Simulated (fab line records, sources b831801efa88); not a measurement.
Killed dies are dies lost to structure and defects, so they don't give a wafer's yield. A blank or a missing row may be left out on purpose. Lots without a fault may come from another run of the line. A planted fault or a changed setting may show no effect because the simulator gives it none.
fab line records | flow gf180mcu
record lots=15 wafers=45 last_day=34
route steps=602 shown V5@542 TOP_METAL@570
lots that met no fault: from a run of the same line without faults
start_h: hours from the record's first day to the start of the lot's first wafer shown | wait_h: hours since the lot's step before | " the same as in the row above | L1.1+2: a row that stands for several wafers | - no value, or no start given | * or withheld: withheld | < > ~ a bound
route shown NAME@n: a module of which the file shows steps, and the number in the route of the first | usual: mean/standard deviation of fault-free wafers | same: alike in all rows | chamber/n: place in a boat | sites: the reading at each site | _std_site: their standard deviation | _edge_site: outer sites' mean less inner sites' | radius_mm: how far each site lies from the wafer's centre | mask NAME#n: copy n | behind: the tool/chamber that last shaped the wafer | hold: why the lot was held/for how many hours/how that ended | device: the transistor (n, p or np) that didn't switch | end of line: the same wafers' tests at the end of the route | a step without rows: its recipe alone | killed: dies lost to structure and defects at the first sort, not the wafer's yield | map: a wafer's dies, x killed, . not, _ none there
set.NAME: the setting as run; set.NAME@STEP: as run at that earlier step | model.NAME: the simulator's own value behind a step, which no gauge read
steps of the route over a sample of lots; a table a step, a row a wafer
services: from which hour (start_h, from the record's first day; less than 0 if before it) a tool's chamber was out of use, for how many hours, and why
## steps
# step GF_V5_CVD_02
# recipe material=SiO2 target_thk_nm=1450 precursor=TEOS temp_c=400 time_s=163.28 rf_w=600
# usual heater_power_w=687/140
# columns lot.wafer tool chamber start_h wait_h heater_power_w
L565.2 pecvd-04 1 607.36 0.0 716
L565.3 " 0 " " 577
L565.5 " 1 " " 608
L567.1 pecvd-03 2 635.38 0.1 776
L567.2 " 0 " " 587
L567.6 " 0 " " 671
L568.1 pecvd-02 0 637.10 0.1 554
L568.2 " 2 " " 596
L568.3 " 1 " " 1042
L569.1 pecvd-02 1 651.99 0.1 960
L569.2 " 0 " " 581
L569.3 " 2 " " 631
L575.1 pecvd-04 2 681.81 0.1 702
L575.2 " 0 " " 630
L575.4 " 1 " " 608
L576.2 pecvd-04 2 692.61 0.0 709
L576.5 " 1 " " 760
L576.6 " 2 " " 555
L577.1 pecvd-02 1 698.16 0.1 1003
L577.3 " 2 " " 610
L577.6 " 1 " " 857
L580.1 pecvd-02 1 716.61 0.1 1060
L580.2 " 2 " " 694
L580.3 " 0 " " 600
L581.3 pecvd-03 2 724.87 0.0 840
L581.5 " 2 " " 684
L581.6 " 0 " " 564
L582.2 pecvd-03 0 732.65 0.0 629
L582.3 " 1 " " 574
L582.4 " 2 " " 822
L585.2 pecvd-04 1 740.48 0.0 672
L585.3 " 2 " " 711
L585.4 " 0 " " 626
L584.2 pecvd-03 0 740.81 0.0 689
L584.3 " 1 " " 557
L584.5 " 0 " " 580
L586.2 pecvd-03 1 753.64 0.0 499
L586.4 " 2 " " 707
L586.6 " 1 " " 560
L587.3 pecvd-03 0 759.00 0.0 623
L587.5 " 2 " " 680
L587.6 " 1 " " 472
L588.1 pecvd-04 2 766.53 0.1 618
L588.2 " 1 " " 645
L588.4 " 0 " " 635
# step GF_V5_THK_MEAS_03
# recipe reads=SiO2_of_V5_CVD_02
# usual V5_CVD_02_THK=1448/19
# columns lot.wafer tool chamber start_h wait_h V5_CVD_02_THK[nm]
L565.2 film_metro-04 - 607.48 0.1 1417
L565.3 " - " " 1425
L565.5 " - " " 1458
L567.1 film_metro-02 - 635.48 0.1 1456
L567.2 " - " " 1422
L567.6 " - " " 1460
L568.1 film_metro-04 - 637.21 0.1 1433
L568.2 " - " " 1425
L568.3 " - " " 1432
L569.1 film_metro-03 - 652.10 0.1 1454
L569.2 " - " " 1452
L569.3 " - " " 1444
L575.1 film_metro-04 - 681.92 0.1 1450
L575.2 " - " " 1454
L575.4 " - " " 1487
L576.2 film_metro-03 - 692.73 0.1 1444
L576.5 " - " " 1469
L576.6 " - " " 1443
L577.1 film_metro-03 - 698.27 0.1 1426
L577.3 " - " " 1422
L577.6 " - " " 1448
L580.1 film_metro-02 - 716.72 0.1 1411
L580.2 " - " " 1411
L580.3 " - " " 1420
L581.3 film_metro-02 - 725.00 0.1 1445
L581.5 " - " " 1472
L581.6 " - " " 1457
L582.2 film_metro-02 - 732.77 0.1 1424
L582.3 " - " " 1422
L582.4 " - " " 1472
L585.2 film_metro-03 - 740.59 0.1 1431
L585.3 " - " " 1424
L585.4 " - " " 1466
L584.2 film_metro-04 - 740.92 0.1 1416
L584.3 " - " " 1411
L584.5 " - " " 1424
L586.2 film_metro-02 - 753.76 0.1 1433
L586.4 " - " " 1478
L586.6 " - " " 1456
L587.3 film_metro-04 - 759.13 0.1 1431
L587.5 " - " " 1477
L587.6 " - " " 1447
L588.1 film_metro-04 - 766.64 0.1 1423
L588.2 " - " " 1434
L588.4 " - " " 1460
# step GF_V5_SPUTTER_22
# recipe material=TiN target_thk_nm=10 chamber_pressure_pa=5 power_w=4000 time_s=40
# usual cathode_dc_power_W=4000.0/0.7 chamber_pressure_pa=5.000/0.01 throttle_valve_pct=30.4/0.94
# columns lot.wafer tool chamber start_h wait_h cathode_dc_power_W chamber_pressure_pa throttle_valve_pct
L565.2 pvd_sputter-04 - 628.94 0.0 3999.7 5.005 30.2
L565.3 " - " " 4000.2 5.000 29.6
L565.5 " - " " 3999.6 4.995 30.6
L567.1 pvd_sputter-02 - 656.23 0.0 4000.3 4.992 29.2
L567.2 " - " " 4000.0 5.012 30.8
L567.6 " - " " 3999.8 5.029 30.6
L568.1 pvd_sputter-02 - 658.20 0.0 4000.2 4.985 30.2
L568.2 " - " " 4001.1 4.992 29.1
L568.3 " - " " 3999.4 5.005 31.8
L569.1 pvd_sputter-04 - 673.60 0.0 4000.1 5.012 29.4
L569.2 " - " " 3999.5 5.011 30.3
L569.3 " - " " 3999.0 5.001 30.9
L575.1 pvd_sputter-03 - 702.41 0.0 - - -
L575.2 " - " " - - -
L575.4 " - " " - - -
L576.2 pvd_sputter-04 - 711.71 0.0 - - -
L576.5 " - " " - - -
L576.6 " - " " - - -
L577.1 pvd_sputter-03 - 717.99 0.0 - - -
L577.3 " - " " - - -
L577.6 " - " " - - -
L580.1 pvd_sputter-04 - 735.42 0.0 4000.4 5.006 29.6
L580.2 " - " " 3998.3 5.000 30.7
L580.3 " - " " 4000.8 5.002 31.0
L581.3 pvd_sputter-03 - 743.37 0.0 4000.7 4.998 28.9
L581.5 " - " " 3998.9 4.985 30.1
L581.6 " - " " 4000.2 4.997 29.5
L582.2 pvd_sputter-04 - 751.40 0.0 4000.0 5.013 31.3
L582.3 " - " " 4000.0 5.003 29.5
L582.4 " - " " 3999.9 5.015 30.7
L585.2 pvd_sputter-02 - 759.06 0.0 3999.8 5.012 31.9
L585.3 " - " " 3999.5 5.001 30.1
L585.4 " - " " 3999.0 5.006 29.2
L584.2 pvd_sputter-04 - 759.47 0.0 4000.8 5.008 29.7
L584.3 " - " " 4000.0 4.989 30.9
L584.5 " - " " 3999.4 4.995 31.3
L586.2 pvd_sputter-03 - 770.62 0.0 4000.2 4.985 29.3
L586.4 " - " " 3999.9 5.011 33.0
L586.6 " - " " 4000.6 4.989 29.5
L587.3 pvd_sputter-02 - 777.78 0.0 3999.7 5.020 30.1
L587.5 " - " " 4000.2 5.019 30.7
L587.6 " - " " 3999.5 4.996 29.1
L588.1 pvd_sputter-04 - 783.04 0.0 3999.3 5.009 30.6
L588.2 " - " " 4000.3 5.012 31.1
L588.4 " - " " 3999.9 4.987 30.3
# step GF_TOP_METAL_SPUTTER_03
# recipe material=Ti target_thk_nm=5 substrate_temp_c=300 chamber_pressure_pa=0.3 power_w=3000 time_s=3.3
# usual cathode_dc_power_W=3000.0/0.6 chamber_pressure_pa=0.3000/0.00089 throttle_valve_pct=30.1/1.2
# columns lot.wafer tool chamber start_h wait_h cathode_dc_power_W chamber_pressure_pa throttle_valve_pct
L565.2 pvd_sputter-01 - 629.74 0.0 2999.4 0.3006 30.5
L565.3 " - " " 3000.2 0.2998 28.8
L565.5 " - " " 2999.5 0.2992 30.7
L567.1 pvd_sputter-02 - 657.04 0.0 3000.0 0.2997 29.4
L567.2 " - " " 3000.6 0.3000 32.0
L567.6 " - " " 2999.3 0.2999 31.6
L568.1 pvd_sputter-02 - 659.00 0.0 3001.3 0.2994 29.0
L568.2 " - " " 2999.7 0.2997 30.1
L568.3 " - " " 3000.5 0.3004 32.0
L569.1 pvd_sputter-02 - 674.54 0.0 3000.0 0.3002 30.1
L569.2 " - " " 2999.3 0.3002 30.5
L569.3 " - " " 3000.4 0.3003 31.9
L580.1 pvd_sputter-03 - 736.23 0.0 2999.5 0.2997 29.3
L580.2 " - " " 3000.5 0.2993 33.0
L580.3 " - " " 3001.0 0.2999 30.1
L581.3 pvd_sputter-01 - 744.18 0.0 3001.1 0.3004 29.9
L581.5 " - " " 3000.2 0.2992 28.7
L581.6 " - " " 2999.4 0.2998 29.2
L582.2 pvd_sputter-03 - 752.21 0.0 3000.1 0.2999 29.3
L582.3 " - " " 2999.6 0.3011 30.0
L582.4 " - " " 3000.7 0.2994 33.0
L585.2 pvd_sputter-03 - 761.43 0.0 3000.2 0.3002 29.2
L585.3 " - " " 2999.6 0.2999 29.9
L585.4 " - " " 2999.1 0.2996 32.8
L584.2 pvd_sputter-01 - 761.73 0.0 2999.3 0.3001 28.8
L584.3 " - " " 2999.1 0.3007 29.6
L584.5 " - " " 3000.2 0.3010 28.7
L586.2 pvd_sputter-02 - 771.42 0.0 3000.2 0.2988 32.0
L586.4 " - " " 3000.4 0.2994 29.0
L586.6 " - " " 2999.4 0.2994 31.8
L587.3 pvd_sputter-03 - 778.59 0.0 2999.0 0.3004 32.9
L587.5 " - " " 2999.9 0.3008 32.7
L587.6 " - " " 2999.1 0.2996 29.2
L588.1 pvd_sputter-03 - 783.84 0.0 2999.0 0.2996 29.3
L588.2 " - " " 3001.2 0.2995 29.2
L588.4 " - " " 3000.6 0.2981 29.9
## services
# columns tool chamber start_h hours kind
pecvd-03 - 596.83 14.6 pm
pvd_sputter-03 - 620.23 1.0 repair
pvd_sputter-01 - 651.30 9.6 repair
pecvd-04 - 651.85 1.4 repair
pvd_sputter-03 - 678.42 2.7 repair
pecvd-02 - 690.89 6.0 repair
pecvd-04 - 711.17 6.0 pm
pvd_sputter-03 - 723.45 1.7 repair
pecvd-03 - 736.57 2.8 pm
pvd_sputter-03 - 759.99 0.6 repair
pvd_sputter-02 - 771.71 1.4 repair
pecvd-02 - 777.17 2.8 pm
## key
first_sign step=GF_V5_SPUTTER_22 reading=tool_record direction=missing
effect none on later readings
met_at GF_V5_SPUTTER_22
struck_lots L575,L576,L577
later_rows_left_out L575.1,L575.2,L575.4,L576.2,L576.5,L576.6,L577.1,L577.3,L577.6
sort_left_out L575.1,L575.2,L575.4,L576.2,L576.5,L576.6,L577.1,L577.3,L577.6
not_acting_at GF_V5_CVD_02,GF_V5_THK_MEAS_03,GF_TOP_METAL_SPUTTER_03
onset_between 673.60 702.41
fault kind=skipped_step_whole tool=pvd_sputter-03,pvd_sputter-04 chamber=- onset_h=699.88 steps=GF_V5_SPUTTER_22 scope=struck_lots_only
# sort_left_out: the simulated sort isn't trusted on such a fault, so these wafers' sort isn't shown, and their yield isn't known
# later_rows_left_out: the simulator's readings of these wafers behind a module that went badly wrong aren't trusted and aren't shown, but for the sort
